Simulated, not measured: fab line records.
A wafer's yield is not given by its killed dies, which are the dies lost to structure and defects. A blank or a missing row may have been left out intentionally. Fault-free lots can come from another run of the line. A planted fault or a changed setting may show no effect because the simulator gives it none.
fab line records | flow gf180mcu | part 1 of 2: steps 1 to 25 of 35
record: lots: 5 | wafers: 15 | last-day: 33
route steps=602 shown HV_LDD@216 NSD@235 PSD@248
lots that met no fault: taken from a fault-free run of the same line
start-h: the number of hours between the record's first day and the start of the first shown wafer of the lot | wait-h: time in hours since the lot's previous step | " as in the row above | L1.1+2: one row covering several wafers at once | - value missing, or start not given | * or withheld: withheld | < > ~ a bound
route shown NAME@n: NAME is a module with steps in the file, n the number in the route of the first one | usual: the fault-free wafers' mean and standard deviation | same: alike in all rows | chamber/n: place in a boat | sites: per-site readings | _std_site: how widely they spread, as a standard deviation | _edge_site: mean of outer sites minus mean of inner sites | radius-mm: for every site, how far away it sits from the centre of the wafer | mask NAME#n: copy n | behind: tool/chamber where the wafer was last shaped | hold: the reason the lot was held/the length of the hold in hours/how it ended | device: the n, p or np transistor that did not switch | end of line: the route-end tests of the same wafers | a step given without rows: its recipe and nothing more | killed: dies lost to structure and defects at the first sort, not the wafer's yield | map: a wafer's dies, marking killed ones x, the rest . and places with no die _
set.NAME: the setting the step ran with; set.NAME@STEP: the setting that earlier step ran with | model.NAME: the simulator's own value behind a step, which no gauge read
lots at selected steps of the route; one table per step, one row per wafer
services: when a tool's chamber went out of use (start-h, in hours from the record's first day, below 0 if earlier), for how many hours, and the reason
== steps ==
step: GF_HV_LDD_HMDS_40
recipe: prime-time-s: 60 | prime-temp-c: 120
usual: chill-plate-temp-C: 23.03/0.11
lot.wafer | tool           | chamber | start-h | wait-h | chill-plate-temp-C
L083.1    | litho-track-03 | 0       | 332.14  | 0.1    | 22.93
L083.2    | "              | 0       | "       | "      | 23.11
L083.3    | "              | 0       | "       | "      | 23.07
L084.2    | litho-track-01 | 0       | 346.38  | 0.1    | 23.19
L084.5    | "              | 0       | "       | "      | 23.10
L084.6    | "              | 0       | "       | "      | 23.10
L088.1    | litho-track-01 | 0       | 380.91  | 0.1    | 23.04
L088.4    | "              | 0       | "       | "      | 23.13
L088.6    | "              | 0       | "       | "      | 23.08
L089.4    | litho-track-01 | 0       | 390.58  | 0.1    | 22.91
L089.5    | "              | 0       | "       | "      | 23.07
L089.6    | "              | 0       | "       | "      | 23.10
L092.2    | litho-track-01 | 0       | 411.83  | 0.1    | 23.11
L092.3    | "              | 0       | "       | "      | 22.95
L092.5    | "              | 0       | "       | "      | 22.99
step: GF_HV_LDD_COAT_41
recipe: resist: NOVOLAK | spin-rpm: 3000 | resist-thk-nm: 1000
usual: chill-plate-temp-C: 22.98/0.11
lot.wafer | tool           | chamber | start-h | wait-h | chill-plate-temp-C
L083.1    | litho-track-03 | 0       | 332.29  | 0.1    | 23.03
L083.2    | "              | 0       | "       | "      | 23.08
L083.3    | "              | 0       | "       | "      | 23.04
L084.2    | litho-track-01 | 0       | 346.53  | 0.1    | 22.85
L084.5    | "              | 0       | "       | "      | 22.95
L084.6    | "              | 0       | "       | "      | 22.89
L088.1    | litho-track-01 | 0       | 381.06  | 0.1    | 23.04
L088.4    | "              | 0       | "       | "      | 23.01
L088.6    | "              | 0       | "       | "      | 22.90
L089.4    | litho-track-01 | 0       | 390.73  | 0.1    | 22.72
L089.5    | "              | 0       | "       | "      | 22.93
L089.6    | "              | 0       | "       | "      | 22.93
L092.2    | litho-track-01 | 0       | 411.98  | 0.1    | 22.96
L092.3    | "              | 0       | "       | "      | 23.04
L092.5    | "              | 0       | "       | "      | 22.90
step: GF_HV_LDD_SOFTBAKE_42
recipe: temp-c: 90 | time-s: 60 | resist: NOVOLAK
usual: chill-plate-temp-C: 23.00/0.1
lot.wafer | tool           | chamber | start-h | wait-h | chill-plate-temp-C
L083.1    | litho-track-03 | 0       | 332.44  | 0.1    | 23.02
L083.2    | "              | 0       | "       | "      | 22.99
L083.3    | "              | 0       | "       | "      | 23.13
L084.2    | litho-track-01 | 0       | 346.68  | 0.1    | 23.09
L084.5    | "              | 0       | "       | "      | 22.97
L084.6    | "              | 0       | "       | "      | 23.05
L088.1    | litho-track-01 | 0       | 381.21  | 0.1    | 22.98
L088.4    | "              | 0       | "       | "      | 23.12
L088.6    | "              | 0       | "       | "      | 23.12
L089.4    | litho-track-01 | 0       | 390.88  | 0.1    | 22.94
L089.5    | "              | 0       | "       | "      | 22.73
L089.6    | "              | 0       | "       | "      | 22.84
L092.2    | litho-track-01 | 0       | 412.13  | 0.1    | 23.02
L092.3    | "              | 0       | "       | "      | 22.99
L092.5    | "              | 0       | "       | "      | 23.05
step: GF_HV_LDD_EXPOSE_43
recipe: mask-id: Pplus_HV_AREA | target-cd-nm: 400 | na: 0.6 | source-shape: conventional | sigma-outer: 0.6 | dose-mj: 140
usual: reticle-temp-C: 22.98/0.11
same: sigma-outer: 0.6
lot.wafer | tool             | chamber | start-h | wait-h | mask            | reticle-temp-C
L083.1    | iline-stepper-02 | 0       | -       | -      | Pplus_HV_AREA#0 | 23.07
L083.2    | "                | 0       | "       | "      | Pplus_HV_AREA#0 | 23.05
L083.3    | "                | 0       | "       | "      | Pplus_HV_AREA#0 | 23.13
L084.2    | iline-stepper-01 | 0       | -       | -      | Pplus_HV_AREA#0 | 22.85
L084.5    | "                | 0       | "       | "      | Pplus_HV_AREA#0 | 23.06
L084.6    | "                | 0       | "       | "      | Pplus_HV_AREA#0 | 23.08
L088.1    | iline-stepper-01 | 0       | -       | -      | Pplus_HV_AREA#0 | 23.14
L088.4    | "                | 0       | "       | "      | Pplus_HV_AREA#0 | 22.92
L088.6    | "                | 0       | "       | "      | Pplus_HV_AREA#0 | 23.02
L089.4    | iline-stepper-01 | 0       | -       | -      | Pplus_HV_AREA#0 | 22.98
L089.5    | "                | 0       | "       | "      | Pplus_HV_AREA#0 | 22.85
L089.6    | "                | 0       | "       | "      | Pplus_HV_AREA#0 | 23.00
L092.2    | iline-stepper-02 | 0       | -       | -      | Pplus_HV_AREA#0 | 22.88
L092.3    | "                | 0       | "       | "      | Pplus_HV_AREA#0 | 22.84
L092.5    | "                | 0       | "       | "      | Pplus_HV_AREA#0 | 22.85
step: GF_HV_LDD_PEB_44
recipe: temp-c: withheld | time-s: * | resist: NOVOLAK
usual: chill-plate-temp-C: *
lot.wafer | tool           | chamber | start-h | wait-h | chill-plate-temp-C
L083.1    | litho-track-03 | 0       | -       | -      | *
L083.2    | "              | 0       | "       | "      | *
L083.3    | "              | 0       | "       | "      | *
L084.2    | litho-track-03 | 0       | -       | -      | *
L084.5    | "              | 0       | "       | "      | *
L084.6    | "              | 0       | "       | "      | *
L088.1    | litho-track-01 | 0       | -       | -      | *
L088.4    | "              | 0       | "       | "      | *
L088.6    | "              | 0       | "       | "      | *
L089.4    | litho-track-03 | 0       | -       | -      | *
L089.5    | "              | 0       | "       | "      | *
L089.6    | "              | 0       | "       | "      | *
L092.2    | litho-track-02 | 0       | -       | -      | *
L092.3    | "              | 0       | "       | "      | *
L092.5    | "              | 0       | "       | "      | *
step: GF_HV_LDD_DEVELOP_45
recipe: develop-time-s: 60 | dev-temp-c: 23
usual: chill-plate-temp-C: 23.00/0.11
lot.wafer | tool           | chamber | start-h | wait-h | chill-plate-temp-C
L083.1    | litho-track-03 | 0       | 342.99  | 0.1    | 23.13
L083.2    | "              | 0       | "       | "      | 23.17
L083.3    | "              | 0       | "       | "      | 23.09
L084.2    | litho-track-03 | 0       | 357.81  | 0.1    | 22.99
L084.5    | "              | 0       | "       | "      | 23.02
L084.6    | "              | 0       | "       | "      | 23.15
L088.1    | litho-track-01 | 0       | 392.61  | 0.1    | 23.08
L088.4    | "              | 0       | "       | "      | 23.20
L088.6    | "              | 0       | "       | "      | 23.09
L089.4    | litho-track-03 | 0       | 401.96  | 0.1    | 22.94
L089.5    | "              | 0       | "       | "      | 22.92
L089.6    | "              | 0       | "       | "      | 22.85
L092.2    | litho-track-02 | 0       | 424.01  | 0.1    | 23.09
L092.3    | "              | 0       | "       | "      | 23.09
L092.5    | "              | 0       | "       | "      | 23.02
step: GF_HV_LDD_CD_MEAS_46
recipe: target-cd-nm: 400
usual: cd-nm: 400.3/2
lot.wafer | tool      | chamber | start-h | wait-h | cd-nm
L083.1    | cd-sem-02 | -       | 343.14  | 0.1    | 399.5
L083.2    | "         | -       | "       | "      | 400.5
L083.3    | "         | -       | "       | "      | 399.2
L084.2    | cd-sem-02 | -       | 357.96  | 0.1    | 402.4
L084.5    | "         | -       | "       | "      | 400.5
L084.6    | "         | -       | "       | "      | 400.9
L088.1    | cd-sem-01 | -       | 392.76  | 0.1    | 399.5
L088.4    | "         | -       | "       | "      | 398.7
L088.6    | "         | -       | "       | "      | 398.1
L089.4    | cd-sem-02 | -       | 402.10  | 0.1    | 402.3
L089.5    | "         | -       | "       | "      | 401.7
L089.6    | "         | -       | "       | "      | 401.8
L092.2    | cd-sem-02 | -       | 424.16  | 0.1    | 399.5
L092.3    | "         | -       | "       | "      | 399.8
L092.5    | "         | -       | "       | "      | 399.2
step: GF_HV_LDD_OVL_MEAS_47
usual: HV_LDD_03_OVL: -0.4/1.2
lot.wafer | tool       | chamber | start-h | wait-h | HV_LDD_03_OVL[nm]
L083.1    | overlay-02 | -       | 343.26  | 0.1    | 1.4
L083.2    | "          | -       | "       | "      | 2.2
L083.3    | "          | -       | "       | "      | -0.4
L084.2    | overlay-02 | -       | 358.06  | 0.1    | -3.2
L084.5    | "          | -       | "       | "      | -1.7
L084.6    | "          | -       | "       | "      | -0.9
L088.1    | overlay-01 | -       | 392.88  | 0.1    | -1.5
L088.4    | "          | -       | "       | "      | -0.3
L088.6    | "          | -       | "       | "      | -1.7
L089.4    | overlay-02 | -       | 402.18  | 0.1    | -0.6
L089.5    | "          | -       | "       | "      | -2.3
L089.6    | "          | -       | "       | "      | -0.4
L092.2    | overlay-02 | -       | 424.27  | 0.1    | -0.1
L092.3    | "          | -       | "       | "      | -0.5
L092.5    | "          | -       | "       | "      | 0.9
step: GF_HV_LDD_IMPLANT_48
recipe: species: B | energy-kev: 25 | dose-cm2: 3e+13 | tilt-deg: 7
usual: faraday-current-uA: 170/3.4
lot.wafer | tool         | chamber | start-h | wait-h | faraday-current-uA
L083.1    | implanter-01 | 0       | 343.29  | 0.0    | 170
L083.2    | "            | 0       | "       | "      | 172
L083.3    | "            | 0       | "       | "      | 173
L084.2    | implanter-04 | 0       | 358.12  | 0.0    | 171
L084.5    | "            | 0       | "       | "      | 167
L084.6    | "            | 0       | "       | "      | 172
L088.1    | implanter-03 | 0       | 392.91  | 0.0    | 169
L088.4    | "            | 0       | "       | "      | 170
L088.6    | "            | 0       | "       | "      | 173
L089.4    | implanter-01 | 0       | 402.27  | 0.1    | 169
L089.5    | "            | 0       | "       | "      | 165
L089.6    | "            | 0       | "       | "      | 168
L092.2    | implanter-01 | 0       | 424.32  | 0.0    | 171
L092.3    | "            | 0       | "       | "      | 166
L092.5    | "            | 0       | "       | "      | 177
step: GF_HV_LDD_STRIP_49
recipe: chemistry: O2/N2 | power-w: 1400 | pressure-mtorr: 1500 | platen-temp-c: 250 | o2-flow-sccm: 3000 | n2-flow-sccm: 300 | overash-fraction: 0.5
usual: drypump-motor-current-A: 6.1/0.5 | heater-power-w: 363/41 | oes-product-au: 0.716/0.0044 | strip-time-to-endpoint-s: 12.63/0.038
lot.wafer | tool            | chamber | start-h | wait-h | drypump-motor-current-A | heater-power-w | oes-product-au | rf-hours-counter-h | strip-time-to-endpoint-s
L083.1    | plasma-asher-04 | 0       | 343.44  | 0.1    | 6.1                     | 312            | 0.712          | 73                 | 12.62
L083.2    | "               | 1       | "       | "      | 6.2                     | 324            | 0.717          | 73                 | 12.65
L083.3    | "               | 0       | "       | "      | 6.1                     | 305            | 0.719          | -                  | 12.60
L084.2    | plasma-asher-04 | 1       | 358.24  | 0.1    | 6.2                     | 320            | 0.718          | 74                 | 12.68
L084.5    | "               | 1       | "       | "      | 6.2                     | 326            | 0.714          | -                  | 12.68
L084.6    | "               | 0       | "       | "      | 6.1                     | 310            | 0.705          | -                  | 12.69
L088.1    | plasma-asher-04 | 1       | 393.06  | 0.1    | 6.3                     | 322            | 0.724          | 78                 | 12.64
L088.4    | "               | 0       | "       | "      | 6.1                     | 309            | 0.714          | -                  | 12.65
L088.6    | "               | 0       | "       | "      | 6.1                     | 307            | 0.716          | -                  | 12.66
L089.4    | plasma-asher-01 | 1       | 402.38  | 0.1    | 6.8                     | 377            | 0.712          | -                  | 12.55
L089.5    | "               | 0       | "       | "      | 4.7                     | 304            | 0.717          | -                  | 12.56
L089.6    | "               | 1       | "       | "      | 6.8                     | 365            | 0.714          | -                  | 12.64
L092.2    | plasma-asher-04 | 0       | 424.45  | 0.1    | 6.1                     | 309            | 0.710          | 82                 | 12.65
L092.3    | "               | 0       | "       | "      | 6.1                     | 313            | 0.712          | -                  | 12.63
L092.5    | "               | 0       | "       | "      | 6.1                     | 305            | 0.709          | -                  | 12.60
step: GF_HV_LDD_TW_MEAS_50
usual: HV_LDD_4_TW: 565/4.7
lot.wafer | tool          | chamber | start-h | wait-h | HV_LDD_4_TW
L083.1    | film-metro-03 | -       | 343.54  | 0.1    | 568
L083.2    | "             | -       | "       | "      | 574
L083.3    | "             | -       | "       | "      | 572
L084.2    | film-metro-01 | -       | 358.35  | 0.1    | 563
L084.5    | "             | -       | "       | "      | 563
L084.6    | "             | -       | "       | "      | 561
L088.1    | film-metro-04 | -       | 393.16  | 0.1    | 558
L088.4    | "             | -       | "       | "      | 562
L088.6    | "             | -       | "       | "      | 557
L089.4    | film-metro-03 | -       | 402.47  | 0.1    | 570
L089.5    | "             | -       | "       | "      | 566
L089.6    | "             | -       | "       | "      | 567
L092.2    | film-metro-01 | -       | 424.56  | 0.1    | 564
L092.3    | "             | -       | "       | "      | 561
L092.5    | "             | -       | "       | "      | 565
step: GF_HV_LDD_CLEAN_51
recipe: chemistry: SC1/SC2 | mix: 1:4:20 | temp-c: 70 | time-s: 150 | dry: n2-spin
lot.wafer  | tool         | chamber | start-h | wait-h
L083.1+2+3 | wet-bench-01 | 0       | 343.60  | 0.1
L084.2+5+6 | wet-bench-02 | 2       | 358.40  | 0.0
L088.1+4+6 | wet-bench-02 | 2       | 393.22  | 0.1
L089.4+5+6 | wet-bench-02 | 3       | 402.50  | 0.0
L092.2+3+5 | wet-bench-01 | 0       | 424.61  | 0.0
step: GF_HV_LDD_RTA_52
recipe: temp-c: 1000 | time-s: 10 | ambient: N2
usual: lamp-power-pct: 31.6/1.4 | wafer_temp_C_max: 1005.0/1.6
lot.wafer | tool          | chamber | start-h | wait-h | lamp-power-pct | wafer_temp_C_max
L083.1    | rtp-anneal-01 | 0       | 343.65  | 0.0    | 32.7           | 1005.4
L083.2    | "             | 0       | "       | "      | 32.7           | 1006.6
L083.3    | "             | 0       | "       | "      | 32.7           | 1007.0
L084.2    | rtp-anneal-01 | 0       | 358.47  | 0.0    | 32.7           | 1005.8
L084.5    | "             | 0       | "       | "      | 32.7           | 1007.2
L084.6    | "             | 0       | "       | "      | 32.7           | 1006.8
L088.1    | rtp-anneal-01 | 0       | 393.27  | 0.0    | 32.7           | 1006.2
L088.4    | "             | 0       | "       | "      | 32.7           | 1005.3
L088.6    | "             | 0       | "       | "      | 32.7           | 1007.4
L089.4    | rtp-anneal-02 | 0       | 402.59  | 0.0    | 29.7           | 1003.3
L089.5    | "             | 0       | "       | "      | 29.8           | 1002.5
L089.6    | "             | 0       | "       | "      | 29.7           | 1003.3
L092.2    | rtp-anneal-02 | 0       | 424.67  | 0.0    | 29.7           | 1003.0
L092.3    | "             | 0       | "       | "      | 29.8           | 1002.3
L092.5    | "             | 0       | "       | "      | 29.8           | 1004.3
step: GF_HV_LDD_RS_MEAS_53
recipe: thk-meas-gauge: four-point-probe
usual: HV_LDD_RS: 418.2/0.84
lot.wafer | tool          | chamber | start-h | wait-h | HV_LDD_RS[ohm/sq]
L083.1    | film-metro-03 | -       | 343.72  | 0.1    | 418.8
L083.2    | "             | -       | "       | "      | 419.3
L083.3    | "             | -       | "       | "      | 418.1
L084.2    | film-metro-04 | -       | 358.54  | 0.1    | 417.9
L084.5    | "             | -       | "       | "      | 418.0
L084.6    | "             | -       | "       | "      | 418.4
L088.1    | film-metro-01 | -       | 393.34  | 0.1    | 418.7
L088.4    | "             | -       | "       | "      | 417.6
L088.6    | "             | -       | "       | "      | 418.5
L089.4    | film-metro-04 | -       | 402.68  | 0.1    | 418.7
L089.5    | "             | -       | "       | "      | 418.2
L089.6    | "             | -       | "       | "      | 418.4
L092.2    | film-metro-04 | -       | 424.74  | 0.1    | 418.2
L092.3    | "             | -       | "       | "      | 417.4
L092.5    | "             | -       | "       | "      | 417.8
step: GF_HV_LDD_CVD_54
recipe: material: SiO2 | target-thk-nm: 10 | precursor: TEOS | temp-c: 680 | time-s: 75 | pressure-mtorr: 400
usual: zone-power-centre-pct: 9.6/0.79
lot.wafer | tool     | chamber | start-h | wait-h | zone-power-centre-pct
L083.1    | lpcvd-01 | 0       | 343.84  | 0.1    | 9.2
L083.2    | "        | 0       | "       | "      | 9.4
L083.3    | "        | 0       | "       | "      | 9.4
L084.2    | lpcvd-01 | 1       | 358.64  | 0.1    | 10.8
L084.5    | "        | 1       | "       | "      | 10.5
L084.6    | "        | 1       | "       | "      | 10.8
L088.1    | lpcvd-01 | 0       | 393.46  | 0.1    | 9.4
L088.4    | "        | 0       | "       | "      | 9.3
L088.6    | "        | 0       | "       | "      | 9.3
L089.4    | lpcvd-02 | 0       | 402.74  | 0.0    | 8.7
L089.5    | "        | 0       | "       | "      | 8.7
L089.6    | "        | 0       | "       | "      | 8.9
L092.2    | lpcvd-02 | 1       | 424.84  | 0.1    | 10.4
L092.3    | "        | 1       | "       | "      | 10.3
L092.5    | "        | 1       | "       | "      | 10.4
step: GF_HV_LDD_THK_MEAS_55
recipe: reads: SiO2_of_HV_LDD_CVD_54
usual: HV_LDD_CVD_54_THK: 10.03/0.14
lot.wafer | tool          | chamber | start-h | wait-h | HV_LDD_CVD_54_THK[nm]
L083.1    | film-metro-03 | -       | 344.86  | 0.0    | 10.02
L083.2    | "             | -       | "       | "      | 9.94
L083.3    | "             | -       | "       | "      | 10.03
L084.2    | film-metro-04 | -       | 359.67  | 0.0    | 10.25
L084.5    | "             | -       | "       | "      | 10.22
L084.6    | "             | -       | "       | "      | 10.27
L088.1    | film-metro-04 | -       | 394.48  | 0.0    | 10.06
L088.4    | "             | -       | "       | "      | 10.06
L088.6    | "             | -       | "       | "      | 10.03
L089.4    | film-metro-04 | -       | 403.79  | 0.0    | 10.01
L089.5    | "             | -       | "       | "      | 10.05
L089.6    | "             | -       | "       | "      | 10.22
L092.2    | film-metro-03 | -       | 425.87  | 0.0    | 9.97
L092.3    | "             | -       | "       | "      | 10.00
L092.5    | "             | -       | "       | "      | 10.04
step: GF_HV_LDD_CVD_56
recipe: material: Si3N4 | precursor: DCS/NH3 | target-thk-nm: 90 | temp-c: 770 | time-s: 1543 | pressure-mtorr: 250
usual: zone-power-centre-pct: 12.3/1.1
lot.wafer | tool     | chamber | start-h | wait-h | zone-power-centre-pct
L083.1    | lpcvd-02 | 1       | 344.92  | 0.1    | 13.2
L083.2    | "        | 1       | "       | "      | 13.1
L083.3    | "        | 1       | "       | "      | 12.8
L084.2    | lpcvd-02 | 0       | 359.72  | 0.0    | 10.9
L084.5    | "        | 0       | "       | "      | 11.1
L084.6    | "        | 0       | "       | "      | 10.9
L088.1    | lpcvd-02 | 0       | 394.54  | 0.1    | 11.0
L088.4    | "        | 0       | "       | "      | 10.9
L088.6    | "        | 0       | "       | "      | 10.9
L089.4    | lpcvd-01 | 0       | 403.82  | 0.0    | 12.0
L089.5    | "        | 0       | "       | "      | 11.8
L089.6    | "        | 0       | "       | "      | 11.9
L092.2    | lpcvd-02 | 0       | 425.92  | 0.0    | 11.0
L092.3    | "        | 0       | "       | "      | 11.0
L092.5    | "        | 0       | "       | "      | 10.9
step: GF_HV_LDD_THK_MEAS_57
recipe: reads: Si3N4_of_HV_LDD_CVD_56
usual: HV_LDD_CVD_56_THK: 90.1/0.95
lot.wafer | tool          | chamber | start-h | wait-h | HV_LDD_CVD_56_THK[nm]
L083.1    | film-metro-03 | -       | 346.35  | 0.0    | 90.2
L083.2    | "             | -       | "       | "      | 88.8
L083.3    | "             | -       | "       | "      | 89.2
L084.2    | film-metro-03 | -       | 361.16  | 0.0    | 90.1
L084.5    | "             | -       | "       | "      | 89.6
L084.6    | "             | -       | "       | "      | 90.1
L088.1    | film-metro-04 | -       | 395.97  | 0.0    | 88.2
L088.4    | "             | -       | "       | "      | 88.8
L088.6    | "             | -       | "       | "      | 88.5
L089.4    | film-metro-01 | -       | 405.99  | 0.0    | 89.4
L089.5    | "             | -       | "       | "      | 89.7
L089.6    | "             | -       | "       | "      | 89.5
L092.2    | film-metro-04 | -       | 427.36  | 0.0    | 89.6
L092.3    | "             | -       | "       | "      | 89.6
L092.5    | "             | -       | "       | "      | 90.2
step: GF_HV_LDD_ETCHBACK_58
recipe: chemistry: CH3F/O2 | target: Si3N4 | stop-on: SiO2 | source-w: 400 | bias-w: 80 | pressure-mtorr: 25 | ch3f-flow-sccm: 40 | O2_flow_sccm: 30 | time-s: 100 | target-depth-a: 900
usual: drypump-motor-current-A: 5.7/0.43 | oes-product-au: 0.843/0.0064 | throttle-valve-pct: 10.561/0.0089
lot.wafer | tool        | chamber | start-h | wait-h | drypump-motor-current-A | oes-product-au | rf-hours-counter-h | throttle-valve-pct
L083.1    | rie-diel-03 | 2       | 346.41  | 0.1    | 5.3                     | 0.837          | 22                 | 10.570
L083.2    | "           | 0       | "       | "      | 5.1                     | 0.833          | 12                 | 10.564
L083.3    | "           | 1       | "       | "      | 5.6                     | 0.841          | 2                  | 10.560
L084.2    | rie-diel-01 | 3       | 361.21  | 0.0    | 5.8                     | 0.837          | 88                 | 10.567
L084.5    | "           | 1       | "       | "      | 5.7                     | 0.841          | -                  | 10.562
L084.6    | "           | 3       | "       | "      | 5.8                     | 0.844          | -                  | 10.575
L088.1    | rie-diel-01 | 3       | 396.03  | 0.1    | 5.8                     | 0.838          | 89                 | 10.554
L088.4    | "           | 0       | "       | "      | 6.5                     | 0.831          | 3                  | 10.560
L088.6    | "           | 2       | "       | "      | 5.5                     | 0.838          | -                  | 10.563
L089.4    | rie-diel-03 | 3       | 406.02  | 0.0    | 5.7                     | 0.834          | 2                  | 10.556
L089.5    | "           | 3       | "       | "      | 5.7                     | 0.841          | -                  | 10.565
L089.6    | "           | 2       | "       | "      | 5.3                     | 0.846          | -                  | 10.560
L092.2    | rie-diel-01 | 1       | 427.41  | 0.0    | 5.7                     | 0.848          | 7                  | 10.558
L092.3    | "           | 0       | "       | "      | 6.5                     | 0.838          | 4                  | 10.563
L092.5    | "           | 0       | "       | "      | 6.5                     | 0.850          | -                  | 10.563
step: GF_NSD_DEHYDRATE_00
recipe: temp-c: 200 | time-s: 60
usual: chill-plate-temp-C: 23.01/0.09
lot.wafer | tool           | chamber | start-h | wait-h | chill-plate-temp-C
L083.1    | litho-track-04 | 0       | 356.66  | 10.2   | 22.88
L083.2    | "              | 0       | "       | "      | 23.01
L083.3    | "              | 0       | "       | "      | 22.89
L084.2    | litho-track-02 | 0       | 371.77  | 10.5   | 22.88
L084.5    | "              | 0       | "       | "      | 23.05
L084.6    | "              | 0       | "       | "      | 23.00
L088.1    | litho-track-03 | 0       | 407.44  | 11.4   | 22.92
L088.4    | "              | 0       | "       | "      | 23.08
L088.6    | "              | 0       | "       | "      | 23.03
L089.4    | litho-track-02 | 0       | 417.36  | 11.3   | 22.86
L089.5    | "              | 0       | "       | "      | 22.83
L089.6    | "              | 0       | "       | "      | 22.95
L092.2    | litho-track-02 | 0       | 438.46  | 11.0   | 22.99
L092.3    | "              | 0       | "       | "      | 23.13
L092.5    | "              | 0       | "       | "      | 23.11
step: GF_NSD_HMDS_01
recipe: prime-time-s: 60 | prime-temp-c: 120
usual: chill-plate-temp-C: 23.01/0.11
lot.wafer | tool           | chamber | start-h | wait-h | chill-plate-temp-C
L083.1    | litho-track-04 | 0       | 356.81  | 0.1    | 22.93
L083.2    | "              | 0       | "       | "      | 22.91
L083.3    | "              | 0       | "       | "      | 23.00
L084.2    | litho-track-02 | 0       | 371.92  | 0.1    | 22.97
L084.5    | "              | 0       | "       | "      | 22.98
L084.6    | "              | 0       | "       | "      | 22.87
L088.1    | litho-track-03 | 0       | 407.59  | 0.1    | 22.95
L088.4    | "              | 0       | "       | "      | 22.97
L088.6    | "              | 0       | "       | "      | 22.92
L089.4    | litho-track-02 | 0       | 417.51  | 0.1    | 22.94
L089.5    | "              | 0       | "       | "      | 22.89
L089.6    | "              | 0       | "       | "      | 22.95
L092.2    | litho-track-02 | 0       | 438.61  | 0.1    | 23.05
L092.3    | "              | 0       | "       | "      | 22.91
L092.5    | "              | 0       | "       | "      | 23.01
step: GF_NSD_COAT_02
recipe: resist: NOVOLAK | spin-rpm: 3000 | resist-thk-nm: 1000
usual: chill-plate-temp-C: 23.00/0.097
lot.wafer | tool           | chamber | start-h | wait-h | chill-plate-temp-C
L083.1    | litho-track-04 | 0       | 356.96  | 0.1    | 23.14
L083.2    | "              | 0       | "       | "      | 23.18
L083.3    | "              | 0       | "       | "      | 23.17
L084.2    | litho-track-02 | 0       | 372.07  | 0.1    | 23.01
L084.5    | "              | 0       | "       | "      | 22.92
L084.6    | "              | 0       | "       | "      | 23.00
L088.1    | litho-track-03 | 0       | 407.74  | 0.1    | 23.05
L088.4    | "              | 0       | "       | "      | 23.16
L088.6    | "              | 0       | "       | "      | 22.98
L089.4    | litho-track-02 | 0       | 417.66  | 0.1    | 22.92
L089.5    | "              | 0       | "       | "      | 23.03
L089.6    | "              | 0       | "       | "      | 23.07
L092.2    | litho-track-02 | 0       | 438.76  | 0.1    | 23.03
L092.3    | "              | 0       | "       | "      | 23.09
L092.5    | "              | 0       | "       | "      | 22.87
step: GF_NSD_SOFTBAKE_03
recipe: temp-c: 90 | time-s: 58.89 | resist: NOVOLAK
usual: chill-plate-temp-C: 23.00/0.12
lot.wafer | tool           | chamber | start-h | wait-h | chill-plate-temp-C
L083.1    | litho-track-04 | 0       | 357.11  | 0.1    | 23.06
L083.2    | "              | 0       | "       | "      | 22.99
L083.3    | "              | 0       | "       | "      | 23.04
L084.2    | litho-track-02 | 0       | 372.22  | 0.1    | 22.98
L084.5    | "              | 0       | "       | "      | 23.16
L084.6    | "              | 0       | "       | "      | 22.97
L088.1    | litho-track-03 | 0       | 407.89  | 0.1    | 22.86
L088.4    | "              | 0       | "       | "      | 22.95
L088.6    | "              | 0       | "       | "      | 22.88
L089.4    | litho-track-02 | 0       | 417.81  | 0.1    | 22.95
L089.5    | "              | 0       | "       | "      | 22.97
L089.6    | "              | 0       | "       | "      | 23.00
L092.2    | litho-track-02 | 0       | 438.91  | 0.1    | 22.94
L092.3    | "              | 0       | "       | "      | 23.13
L092.5    | "              | 0       | "       | "      | 22.89
step: GF_NSD_EXPOSE_04
recipe: mask-id: Nplus | target-cd-nm: 400 | na: 0.6 | source-shape: conventional | sigma-outer: 0.6 | dose-mj: 140
usual: reticle-temp-C: 22.99/0.099
same: sigma-outer: 0.6
lot.wafer | tool             | chamber | start-h | wait-h | mask    | reticle-temp-C
L083.1    | iline-stepper-01 | 0       | -       | -      | Nplus#0 | 23.08
L083.2    | "                | 0       | "       | "      | Nplus#0 | 22.99
L083.3    | "                | 0       | "       | "      | Nplus#0 | 22.99
L084.2    | iline-stepper-02 | 0       | -       | -      | Nplus#0 | 22.92
L084.5    | "                | 0       | "       | "      | Nplus#0 | 22.98
L084.6    | "                | 0       | "       | "      | Nplus#0 | 23.04
L088.1    | iline-stepper-02 | 0       | -       | -      | Nplus#0 | 22.76
L088.4    | "                | 0       | "       | "      | Nplus#0 | 22.84
L088.6    | "                | 0       | "       | "      | Nplus#0 | 22.91
L089.4    | iline-stepper-01 | 0       | -       | -      | Nplus#0 | 22.86
L089.5    | "                | 0       | "       | "      | Nplus#0 | 22.99
L089.6    | "                | 0       | "       | "      | Nplus#0 | 22.93
L092.2    | iline-stepper-01 | 0       | -       | -      | Nplus#0 | 23.13
L092.3    | "                | 0       | "       | "      | Nplus#0 | 23.02
L092.5    | "                | 0       | "       | "      | Nplus#0 | 23.11
step: GF_NSD_PEB_05
recipe: temp-c: withheld | time-s: * | resist: NOVOLAK
usual: chill-plate-temp-C: *
lot.wafer | tool           | chamber | start-h | wait-h | chill-plate-temp-C
L083.1    | litho-track-02 | 0       | -       | -      | *
L083.2    | "              | 0       | "       | "      | *
L083.3    | "              | 0       | "       | "      | *
L084.2    | litho-track-04 | 0       | -       | -      | *
L084.5    | "              | 0       | "       | "      | *
L084.6    | "              | 0       | "       | "      | *
L088.1    | litho-track-02 | 0       | -       | -      | *
L088.4    | "              | 0       | "       | "      | *
L088.6    | "              | 0       | "       | "      | *
L089.4    | litho-track-04 | 0       | -       | -      | *
L089.5    | "              | 0       | "       | "      | *
L089.6    | "              | 0       | "       | "      | *
L092.2    | litho-track-03 | 0       | -       | -      | *
L092.3    | "              | 0       | "       | "      | *
L092.5    | "              | 0       | "       | "      | *
